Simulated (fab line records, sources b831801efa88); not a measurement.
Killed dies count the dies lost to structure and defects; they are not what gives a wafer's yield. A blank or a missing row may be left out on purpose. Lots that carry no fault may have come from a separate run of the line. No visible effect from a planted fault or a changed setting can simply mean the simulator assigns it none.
fab line records	flow sky130	part 1 of 2: steps 1 to 24 of 33
[record] lots = 5	wafers = 15	last_day = 50
route steps=708 shown VIA2@524 METAL3@532 CAPM@537
lots untouched by any fault: they come from a run of this same line in which no faults occurred
start_h: hours from the record's opening day to when the first of the lot's shown wafers began	wait_h: hours elapsed since this lot's preceding step	" unchanged from the row above	L1.1+2: one row covering several wafers at once	- no value present, or no start provided	* or withheld: withheld	< > ~ a bound
route shown NAME@n: names a module that has steps shown in the file, with the first one's number in the route	usual: mean and standard deviation over wafers with no fault	same: alike in all rows	chamber/n: place in a boat	sites: each site's reading	_std_site: standard deviation of those values	_edge_site: mean of outer sites minus mean of inner sites	radius_mm: how far each site lies from the wafer's centre	mask NAME#n: copy n	behind: tool/chamber where the wafer was last shaped	hold: what put the lot on hold/how long, in hours/how the hold closed	device: names the non-switching transistor (n, p or np)	end of line: the same wafers' tests at the end of the route	step lacking rows: just its recipe	killed: dies lost to structure and defects at the first sort, not the wafer's yield	map: dies across one wafer; x = killed, . = not, _ = none there
set.NAME: the setting that was run; set.NAME@STEP: the one run at that earlier step	model.NAME: the simulator's own value behind a step, which no gauge read
lots at selected steps of the route; one table per step, one row per wafer
services: when a tool's chamber went out of use (start_h, in hours from the record's first day, below 0 if earlier), for how many hours, and the reason
[[steps]]
[step SKY_VIA2_STRIP_17]
[recipe] chemistry = post_etch_residue_remover	time_s = 1200	temp_c = 72.5
lot.wafer	tool	chamber	start_h	wait_h
L086.1+4+6	wet_bench-04	1	941.12	0.1
L090.1+2+3	wet_bench-02	0	964.67	0.1
L095.1+5+6	wet_bench-01	3	995.40	0.1
L096.1+2+6	wet_bench-01	2	1002.20	0.1
L097.1+4+5	wet_bench-01	3	1010.05	0.1
[step SKY_VIA2_CLEAN_18]
[recipe] chemistry = IPA	time_s = 180	temp_c = 25
lot.wafer	tool	chamber	start_h	wait_h
L086.1+4+6	wet_bench-02	3	941.47	0.0
L090.1+2+3	wet_bench-04	3	965.02	0.0
L095.1+5+6	wet_bench-02	2	995.74	0.0
L096.1+2+6	wet_bench-04	3	1002.54	0.0
L097.1+4+5	wet_bench-04	0	1010.39	0.0
[step SKY_VIA2_CLEAN_19]
[recipe] chemistry = O3/DIW	dry = n2_spin
lot.wafer	tool	chamber	start_h	wait_h
L086.1+4+6	wet_bench-01	1	941.52	0.0
L090.1+2+3	wet_bench-02	1	965.07	0.0
L095.1+5+6	wet_bench-01	2	995.80	0.0
L096.1+2+6	wet_bench-01	0	1002.60	0.0
L097.1+4+5	wet_bench-01	2	1010.45	0.0
[step SKY_VIA2_SPUTTER_20]
[recipe] material = TiN	target_thk_nm = 20	chamber_pressure_pa = 5	power_w = 4000	time_s = 80
[usual] throttle_valve_pct = 30.0/1
lot.wafer	tool	chamber	start_h	wait_h	throttle_valve_pct
L086.1	pvd_sputter-04	-	941.62	0.0	32.1
L086.4	"	-	"	"	30.0
L086.6	"	-	"	"	30.6
L090.1	pvd_sputter-04	-	965.17	0.0	30.2
L090.2	"	-	"	"	31.9
L090.3	"	-	"	"	30.7
L095.1	pvd_sputter-04	-	995.89	0.0	30.2
L095.5	"	-	"	"	32.1
L095.6	"	-	"	"	30.0
L096.1	pvd_sputter-02	-	1002.69	0.0	31.9
L096.2	"	-	"	"	29.6
L096.6	"	-	"	"	29.3
L097.1	pvd_sputter-04	-	1010.54	0.0	29.9
L097.4	"	-	"	"	30.4
L097.5	"	-	"	"	30.5
[step SKY_VIA2_CVD_21]
[recipe] material = W	target_thk_nm = 420	time_s = 126.4	temp_c = 400	pressure_torr = 40
[usual] heater_power_w = 832/53
lot.wafer	tool	chamber	start_h	wait_h	heater_power_w
L086.1	cvd_w-01	1	941.69	0.0	853
L086.4	"	0	"	"	707
L086.6	"	1	"	"	836
L090.1	cvd_w-02	0	965.23	0.0	839
L090.2	"	1	"	"	834
L090.3	"	1	"	"	853
L095.1	cvd_w-02	0	995.95	0.0	837
L095.5	"	1	"	"	862
L095.6	"	0	"	"	836
L096.1	cvd_w-02	0	1002.75	0.0	831
L096.2	"	1	"	"	869
L096.6	"	0	"	"	838
L097.1	cvd_w-02	0	1010.60	0.0	833
L097.4	"	1	"	"	849
L097.5	"	0	"	"	832
[step SKY_VIA2_RS_MEAS_22]
[recipe] thk_meas_gauge = four-point-probe	reads = W_of_VIA2_CVD_21+TiN_of_VIA2_SPUTTER_20
[usual] VIA2_W_RS = 0.272/0.0037
lot.wafer	tool	chamber	start_h	wait_h	VIA2_W_RS[ohm/sq]
L086.1	film_metro-01	-	941.82	0.1	0.271
L086.4	"	-	"	"	0.272
L086.6	"	-	"	"	0.269
L090.1	film_metro-01	-	965.36	0.1	0.275
L090.2	"	-	"	"	0.273
L090.3	"	-	"	"	0.271
L095.1	film_metro-04	-	996.08	0.1	0.275
L095.5	"	-	"	"	0.268
L095.6	"	-	"	"	0.272
L096.1	film_metro-01	-	1002.88	0.1	0.278
L096.2	"	-	"	"	0.271
L096.6	"	-	"	"	0.274
L097.1	film_metro-01	-	1010.73	0.1	0.271
L097.4	"	-	"	"	0.267
L097.5	"	-	"	"	0.274
[step SKY_VIA2_THK_MEAS_23]
[recipe] thk_meas_gauge = xrf	reads = W_of_VIA2_CVD_21
[usual] VIA2_W_THK = 414/7.3
lot.wafer	tool	chamber	start_h	wait_h	VIA2_W_THK[nm]
L086.1	film_metro-01	-	941.94	0.1	417
L086.4	"	-	"	"	412
L086.6	"	-	"	"	417
L090.1	film_metro-01	-	965.48	0.1	413
L090.2	"	-	"	"	417
L090.3	"	-	"	"	420
L095.1	film_metro-04	-	996.20	0.1	405
L095.5	"	-	"	"	413
L095.6	"	-	"	"	405
L096.1	film_metro-01	-	1003.00	0.1	410
L096.2	"	-	"	"	424
L096.6	"	-	"	"	418
L097.1	film_metro-01	-	1010.85	0.1	419
L097.4	"	-	"	"	424
L097.5	"	-	"	"	412
[step SKY_VIA2_CMP_24]
[recipe] stop_on = SiO2	t_overpolish_s = 20	down_force_psi = 3.5	platen_rpm = 60	target_thk_nm = 0	pad_velocity_m_s = 0.94248
[usual] motor_current_A = 11.5/1.1	overpolish_run_s = 20.000/0.0092	slurry_filter_dp_kPa = 13.49/0.14	time_to_endpoint_s = 101/3.7
lot.wafer	tool	chamber	start_h	wait_h	motor_current_A	overpolish_run_s	slurry_filter_dp_kPa	time_to_endpoint_s
L086.4	cmp-02	2	942.05	0.1	12.9	19.997	13.36	99
L086.1	"	3	"	"	11.9	19.988	13.65	99
L086.6	"	1	"	"	11.1	19.997	13.55	99
L090.2	cmp-01	2	965.59	0.1	14.5	19.998	13.51	101
L090.1	"	3	"	"	10.9	19.985	13.32	99
L090.3	"	0	"	"	12.4	20.007	13.36	106
L095.1	cmp-02	3	996.31	0.1	11.1	19.998	13.60	99
L095.5	"	2	"	"	13.2	20.000	13.27	98
L095.6	"	3	"	"	11.0	20.001	13.54	96
L096.2	cmp-02	0	1003.11	0.1	10.2	20.006	13.36	98
L096.1	"	1	"	"	10.9	20.010	13.38	97
L096.6	"	3	"	"	11.3	19.990	13.46	94
L097.4	cmp-02	0	1011.01	0.1	10.3	20.026	13.27	98
L097.1	"	1	"	"	11.2	20.007	13.55	103
L097.5	"	2	"	"	13.3	20.012	13.63	97
[step SKY_METAL3_SPUTTER_00]
[recipe] material = Ti	target_thk_nm = 15	power_w = 3000	time_s = 10	chamber_pressure_pa = 0.4
[usual] throttle_valve_pct = 30.4/0.91
lot.wafer	tool	chamber	start_h	wait_h	throttle_valve_pct
L086.1	pvd_sputter-01	-	942.30	0.1	30.1
L086.4	"	-	"	"	30.1
L086.6	"	-	"	"	30.4
L090.1	pvd_sputter-02	-	965.84	0.1	32.1
L090.2	"	-	"	"	29.4
L090.3	"	-	"	"	29.3
L095.1	pvd_sputter-04	-	996.56	0.2	30.0
L095.5	"	-	"	"	31.9
L095.6	"	-	"	"	30.7
L096.1	pvd_sputter-01	-	1003.36	0.1	30.1
L096.2	"	-	"	"	29.5
L096.6	"	-	"	"	29.8
L097.1	pvd_sputter-02	-	1011.21	0.1	32.0
L097.4	"	-	"	"	29.5
L097.5	"	-	"	"	29.5
[step SKY_METAL3_SPUTTER_01]
[recipe] material = TiN	target_thk_nm = 20	power_w = 6500	time_s = 16.7	chamber_pressure_pa = 0.4
[usual] throttle_valve_pct = 30.4/0.91
lot.wafer	tool	chamber	start_h	wait_h	throttle_valve_pct
L086.1	pvd_sputter-01	-	942.32	0.0	30.2
L086.4	"	-	"	"	30.2
L086.6	"	-	"	"	30.2
L090.1	pvd_sputter-02	-	965.86	0.0	31.8
L090.2	"	-	"	"	29.2
L090.3	"	-	"	"	29.5
L095.1	pvd_sputter-04	-	996.58	0.0	30.0
L095.5	"	-	"	"	32.2
L095.6	"	-	"	"	30.8
L096.1	pvd_sputter-01	-	1003.38	0.0	30.2
L096.2	"	-	"	"	30.0
L096.6	"	-	"	"	30.1
L097.1	pvd_sputter-02	-	1011.23	0.0	32.2
L097.4	"	-	"	"	29.5
L097.5	"	-	"	"	29.2
[step SKY_METAL3_SPUTTER_02]
[recipe] material = AlCu	target_thk_nm = 735	power_w = 10600	time_s = 39.1	chamber_pressure_pa = 0.4
[usual] throttle_valve_pct = 30.4/0.9
lot.wafer	tool	chamber	start_h	wait_h	throttle_valve_pct
L086.1	pvd_sputter-01	-	942.34	0.0	30.2
L086.4	"	-	"	"	30.2
L086.6	"	-	"	"	30.2
L090.1	pvd_sputter-02	-	965.89	0.0	32.1
L090.2	"	-	"	"	29.3
L090.3	"	-	"	"	29.3
L095.1	pvd_sputter-04	-	996.61	0.0	30.0
L095.5	"	-	"	"	32.4
L095.6	"	-	"	"	30.9
L096.1	pvd_sputter-01	-	1003.41	0.0	30.2
L096.2	"	-	"	"	29.8
L096.6	"	-	"	"	30.0
L097.1	pvd_sputter-02	-	1011.26	0.0	31.8
L097.4	"	-	"	"	29.7
L097.5	"	-	"	"	29.5
[step SKY_METAL3_SPUTTER_03]
[recipe] material = Ti	target_thk_nm = 5	power_w = 3000	time_s = 3.3	chamber_pressure_pa = 0.4
[usual] throttle_valve_pct = 30.4/0.87
lot.wafer	tool	chamber	start_h	wait_h	throttle_valve_pct
L086.1	pvd_sputter-01	-	942.38	0.0	30.1
L086.4	"	-	"	"	30.3
L086.6	"	-	"	"	30.2
L090.1	pvd_sputter-02	-	965.92	0.0	31.9
L090.2	"	-	"	"	29.5
L090.3	"	-	"	"	29.5
L095.1	pvd_sputter-04	-	996.65	0.0	30.1
L095.5	"	-	"	"	32.2
L095.6	"	-	"	"	30.6
L096.1	pvd_sputter-01	-	1003.45	0.0	30.4
L096.2	"	-	"	"	29.9
L096.6	"	-	"	"	30.3
L097.1	pvd_sputter-02	-	1011.30	0.0	32.0
L097.4	"	-	"	"	29.7
L097.5	"	-	"	"	29.6
[step SKY_METAL3_SPUTTER_04]
[recipe] material = TiN	target_thk_nm = 70	power_w = 6500	time_s = 58.3	chamber_pressure_pa = 0.4
[usual] throttle_valve_pct = 30.4/0.91
lot.wafer	tool	chamber	start_h	wait_h	throttle_valve_pct
L086.1	pvd_sputter-01	-	942.40	0.0	30.1
L086.4	"	-	"	"	30.4
L086.6	"	-	"	"	30.4
L090.1	pvd_sputter-02	-	965.94	0.0	32.0
L090.2	"	-	"	"	29.5
L090.3	"	-	"	"	29.4
L095.1	pvd_sputter-04	-	996.67	0.0	30.0
L095.5	"	-	"	"	32.5
L095.6	"	-	"	"	30.7
L096.1	pvd_sputter-01	-	1003.47	0.0	30.1
L096.2	"	-	"	"	30.0
L096.6	"	-	"	"	30.0
L097.1	pvd_sputter-02	-	1011.32	0.0	32.0
L097.4	"	-	"	"	29.7
L097.5	"	-	"	"	29.3
[step SKY_CAPM_CVD_00]
[recipe] material = SiO2	target_thk_nm = 15.5	temp_c = 400	time_s = withheld	rf_w = 450
[usual] heater_power_w = 721/110
lot.wafer	tool	chamber	start_h	wait_h	heater_power_w
L086.1	pecvd-03	1	942.45	0.0	822
L086.4	"	0	"	"	765
L086.6	"	2	"	"	577
L090.1	pecvd-03	2	965.99	0.0	658
L090.2	"	1	"	"	790
L090.3	"	0	"	"	745
L095.1	pecvd-03	1	996.71	0.0	926
L095.5	"	0	"	"	697
L095.6	"	1	"	"	933
L096.1	pecvd-01	0	1003.51	0.0	787
L096.2	"	1	"	"	695
L096.6	"	0	"	"	755
L097.1	pecvd-01	1	1011.36	0.0	628
L097.4	"	0	"	"	664
L097.5	"	1	"	"	656
[step SKY_CAPM_THK_MEAS_01]
[recipe] reads = SiO2_of_CAPM_CVD_00
[usual] CAPM_CVD_00_THK = 15.52/0.28
lot.wafer	tool	chamber	start_h	wait_h	CAPM_CVD_00_THK[nm]
L086.1	film_metro-03	-	942.47	-	15.36
L086.4	"	-	"	"	16.04
L086.6	"	-	"	"	15.93
L090.1	film_metro-01	-	966.01	-	15.98
L090.2	"	-	"	"	15.61
L090.3	"	-	"	"	15.62
L095.1	film_metro-04	-	996.74	-	15.58
L095.5	"	-	"	"	15.65
L095.6	"	-	"	"	15.77
L096.1	film_metro-01	-	1003.54	-	15.24
L096.2	"	-	"	"	15.10
L096.6	"	-	"	"	15.65
L097.1	film_metro-01	-	1011.39	-	15.25
L097.4	"	-	"	"	15.42
L097.5	"	-	"	"	15.40
[step SKY_CAPM_SPUTTER_02]
[recipe] material = TiN	target_thk_nm = 200	temp_c = 300	power_w = 6500	time_s = 166.7	chamber_pressure_pa = 0.4
[usual] throttle_valve_pct = 30.1/1.1
lot.wafer	tool	chamber	start_h	wait_h	throttle_valve_pct
L086.1	pvd_sputter-03	-	942.53	0.1	28.1
L086.4	"	-	"	"	29.4
L086.6	"	-	"	"	29.7
L090.1	pvd_sputter-04	-	966.07	0.1	30.1
L090.2	"	-	"	"	30.0
L090.3	"	-	"	"	30.7
L095.1	pvd_sputter-03	-	996.80	0.1	28.1
L095.5	"	-	"	"	28.5
L095.6	"	-	"	"	29.8
L096.1	pvd_sputter-04	-	1003.60	0.1	32.0
L096.2	"	-	"	"	31.3
L096.6	"	-	"	"	30.3
L097.1	pvd_sputter-03	-	1011.45	0.1	29.7
L097.4	"	-	"	"	28.7
L097.5	"	-	"	"	28.4
[step SKY_CAPM_RS_MEAS_03]
[recipe] thk_meas_gauge = four-point-probe	reads = TiN_of_CAPM_SPUTTER_02
[usual] CAPM_TIN_RS = 6.89/0.079
lot.wafer	tool	chamber	start_h	wait_h	CAPM_TIN_RS[ohm/sq]
L086.1	film_metro-04	-	942.64	0.1	6.90
L086.4	"	-	"	"	6.79
L086.6	"	-	"	"	6.94
L090.1	film_metro-04	-	966.18	0.1	6.77
L090.2	"	-	"	"	6.85
L090.3	"	-	"	"	6.94
L095.1	film_metro-01	-	996.91	0.1	6.95
L095.5	"	-	"	"	7.02
L095.6	"	-	"	"	6.92
L096.1	film_metro-03	-	1003.71	0.1	6.90
L096.2	"	-	"	"	6.86
L096.6	"	-	"	"	6.85
L097.1	film_metro-01	-	1011.56	0.1	6.84
L097.4	"	-	"	"	6.75
L097.5	"	-	"	"	6.85
[step SKY_CAPM_THK_MEAS_04]
[recipe] thk_meas_gauge = xrf	reads = TiN_of_CAPM_SPUTTER_02
[usual] CAPM_TIN_THK = 203.3/2.3
lot.wafer	tool	chamber	start_h	wait_h	CAPM_TIN_THK[nm]
L086.1	film_metro-04	-	942.76	0.1	201.1
L086.4	"	-	"	"	204.6
L086.6	"	-	"	"	201.6
L090.1	film_metro-04	-	966.30	0.1	205.9
L090.2	"	-	"	"	202.9
L090.3	"	-	"	"	201.5
L095.1	film_metro-01	-	997.03	0.1	202.4
L095.5	"	-	"	"	200.4
L095.6	"	-	"	"	202.4
L096.1	film_metro-03	-	1003.83	0.1	202.7
L096.2	"	-	"	"	203.4
L096.6	"	-	"	"	203.4
L097.1	film_metro-01	-	1011.68	0.1	205.7
L097.4	"	-	"	"	207.5
L097.5	"	-	"	"	204.4
[step SKY_CAPM_DEHYDRATE_05]
[recipe] temp_c = 200	time_s = 60
[usual] chill_plate_temp_C = 23.02/0.12	exhaust_pa = 45.2/0.99	resist_line_temp_C = 23.01/0.1
lot.wafer	tool	chamber	start_h	wait_h	chill_plate_temp_C	exhaust_pa	resist_line_temp_C
L086.1	litho_track-04	0	954.22	11.5	22.89	46.4	23.06
L086.4	"	0	"	"	22.92	46.0	22.93
L086.6	"	0	"	"	22.98	45.6	22.84
L090.1	litho_track-01	0	977.22	10.9	23.24	46.1	22.93
L090.2	"	0	"	"	23.07	45.6	22.97
L090.3	"	0	"	"	23.14	45.0	22.79
L095.1	litho_track-01	0	1008.87	11.8	22.96	44.0	23.21
L095.5	"	0	"	"	22.96	44.9	23.00
L095.6	"	0	"	"	22.92	46.1	23.09
L096.1	litho_track-02	0	1015.14	11.3	22.87	44.2	22.93
L096.2	"	0	"	"	23.11	45.1	22.93
L096.6	"	0	"	"	22.90	44.0	23.04
L097.1	litho_track-02	0	1022.64	11.0	22.96	44.7	22.92
L097.4	"	0	"	"	22.75	44.3	23.02
L097.5	"	0	"	"	22.93	44.1	22.99
[step SKY_CAPM_HMDS_06]
[recipe] prime_time_s = 60	prime_temp_c = 120
[usual] chill_plate_temp_C = 22.98/0.14	exhaust_pa = 44.9/0.84	resist_line_temp_C = 23.01/0.11
lot.wafer	tool	chamber	start_h	wait_h	chill_plate_temp_C	exhaust_pa	resist_line_temp_C
L086.1	litho_track-04	0	954.37	0.1	22.92	43.8	23.07
L086.4	"	0	"	"	22.96	43.8	23.07
L086.6	"	0	"	"	22.77	45.3	22.92
L090.1	litho_track-01	0	977.37	0.1	22.95	45.6	23.17
L090.2	"	0	"	"	22.88	46.0	23.13
L090.3	"	0	"	"	22.87	45.7	23.12
L095.1	litho_track-01	0	1009.02	0.1	22.75	45.6	22.95
L095.5	"	0	"	"	23.04	45.5	23.07
L095.6	"	0	"	"	22.80	45.6	22.94
L096.1	litho_track-02	0	1015.29	0.1	23.38	43.8	22.79
L096.2	"	0	"	"	23.29	45.5	22.97
L096.6	"	0	"	"	23.22	45.2	22.76
L097.1	litho_track-02	0	1022.79	0.1	23.13	45.3	22.88
L097.4	"	0	"	"	23.14	43.6	22.81
L097.5	"	0	"	"	22.94	46.4	23.10
[step SKY_CAPM_COAT_07]
[recipe] resist = NOVOLAK	spin_rpm = 3000	resist_thk_nm = 1140
[usual] chill_plate_temp_C = 22.99/0.1	exhaust_pa = 45.1/0.9	resist_line_temp_C = 23.00/0.11
lot.wafer	tool	chamber	start_h	wait_h	chill_plate_temp_C	exhaust_pa	resist_line_temp_C
L086.1	litho_track-04	0	954.52	0.1	22.89	43.6	22.95
L086.4	"	0	"	"	22.82	44.3	23.00
L086.6	"	0	"	"	23.01	44.1	23.18
L090.1	litho_track-01	0	977.52	0.1	22.99	46.0	23.04
L090.2	"	0	"	"	22.90	44.1	22.96
L090.3	"	0	"	"	22.93	44.3	23.12
L095.1	litho_track-01	0	1009.17	0.1	23.03	44.3	22.91
L095.5	"	0	"	"	23.12	44.6	22.90
L095.6	"	0	"	"	23.07	44.7	22.88
L096.1	litho_track-02	0	1015.44	0.1	22.96	46.2	23.11
L096.2	"	0	"	"	22.87	45.1	22.95
L096.6	"	0	"	"	22.99	45.6	23.18
L097.1	litho_track-02	0	1022.94	0.1	23.01	44.7	22.91
L097.4	"	0	"	"	22.98	45.1	23.00
L097.5	"	0	"	"	23.00	44.8	22.89
[step SKY_CAPM_SOFTBAKE_08]
[recipe] temp_c = 90	time_s = 60	resist = NOVOLAK
[usual] chill_plate_temp_C = 22.99/0.12	exhaust_pa = 45.1/1.1	resist_line_temp_C = 23.00/0.11
lot.wafer	tool	chamber	start_h	wait_h	chill_plate_temp_C	exhaust_pa	resist_line_temp_C
L086.1	litho_track-04	0	954.67	0.1	23.13	43.6	23.03
L086.4	"	0	"	"	23.00	46.1	23.11
L086.6	"	0	"	"	23.06	44.5	23.15
L090.1	litho_track-01	0	977.67	0.1	23.08	45.6	22.90
L090.2	"	0	"	"	23.10	44.6	23.22
L090.3	"	0	"	"	22.92	45.2	23.10
L095.1	litho_track-01	0	1009.32	0.1	23.06	43.1	22.98
L095.5	"	0	"	"	23.05	44.2	22.97
L095.6	"	0	"	"	23.16	44.3	23.07
L096.1	litho_track-02	0	1015.59	0.1	22.84	44.8	23.03
L096.2	"	0	"	"	22.76	45.7	23.00
L096.6	"	0	"	"	22.75	46.1	22.92
L097.1	litho_track-02	0	1023.09	0.1	22.91	46.6	23.01
L097.4	"	0	"	"	23.30	44.7	22.99
L097.5	"	0	"	"	23.44	44.9	22.75
[step SKY_CAPM_EXPOSE_09]
[recipe] mask_id = CAPM	na = 0.6	source_shape = conventional	sigma_outer = 0.6	polarization = unpolarized	target_cd_nm = 1000	dose_mj = 159
[usual] focus_offset_nm = 0.1/0.48
[same] na = 0.6
lot.wafer	tool	chamber	start_h	wait_h	mask	focus_offset_nm
L086.1	iline_stepper-01	0	-	-	CAPM#0	0.1
L086.4	"	0	"	"	CAPM#0	0.5
L086.6	"	0	"	"	CAPM#0	0.9
L090.1	iline_stepper-01	0	-	-	CAPM#0	0.1
L090.2	"	0	"	"	CAPM#0	0.4
L090.3	"	0	"	"	CAPM#0	0.5
L095.1	iline_stepper-01	0	-	-	CAPM#0	0.3
L095.5	"	0	"	"	CAPM#0	-0.1
L095.6	"	0	"	"	CAPM#0	0.3
L096.1	iline_stepper-01	0	-	-	CAPM#0	-0.1
L096.2	"	0	"	"	CAPM#0	0.3
L096.6	"	0	"	"	CAPM#0	0.9
L097.1	iline_stepper-02	0	-	-	CAPM#0	0.4
L097.4	"	0	"	"	CAPM#0	0.0
L097.5	"	0	"	"	CAPM#0	-0.1
[step SKY_CAPM_PEB_10]
[recipe] temp_c = withheld	time_s = *	resist = NOVOLAK
[usual] chill_plate_temp_C = *	exhaust_pa = 45.2/0.91	resist_line_temp_C = *
lot.wafer	tool	chamber	start_h	wait_h	chill_plate_temp_C	exhaust_pa	resist_line_temp_C
L086.1	litho_track-04	0	-	-	*	43.9	*
L086.4	"	0	"	"	*	44.9	*
L086.6	"	0	"	"	*	44.9	*
L090.1	litho_track-02	0	-	-	*	43.9	*
L090.2	"	0	"	"	*	46.1	*
L090.3	"	0	"	"	*	45.5	*
L095.1	litho_track-02	0	-	-	*	46.2	*
L095.5	"	0	"	"	*	44.2	*
L095.6	"	0	"	"	*	44.3	*
L096.1	litho_track-02	0	-	-	*	45.3	*
L096.2	"	0	"	"	*	44.8	*
L096.6	"	0	"	"	*	44.5	*
L097.1	litho_track-04	0	-	-	*	46.4	*
L097.4	"	0	"	"	*	44.4	*
L097.5	"	0	"	"	*	44.2	*
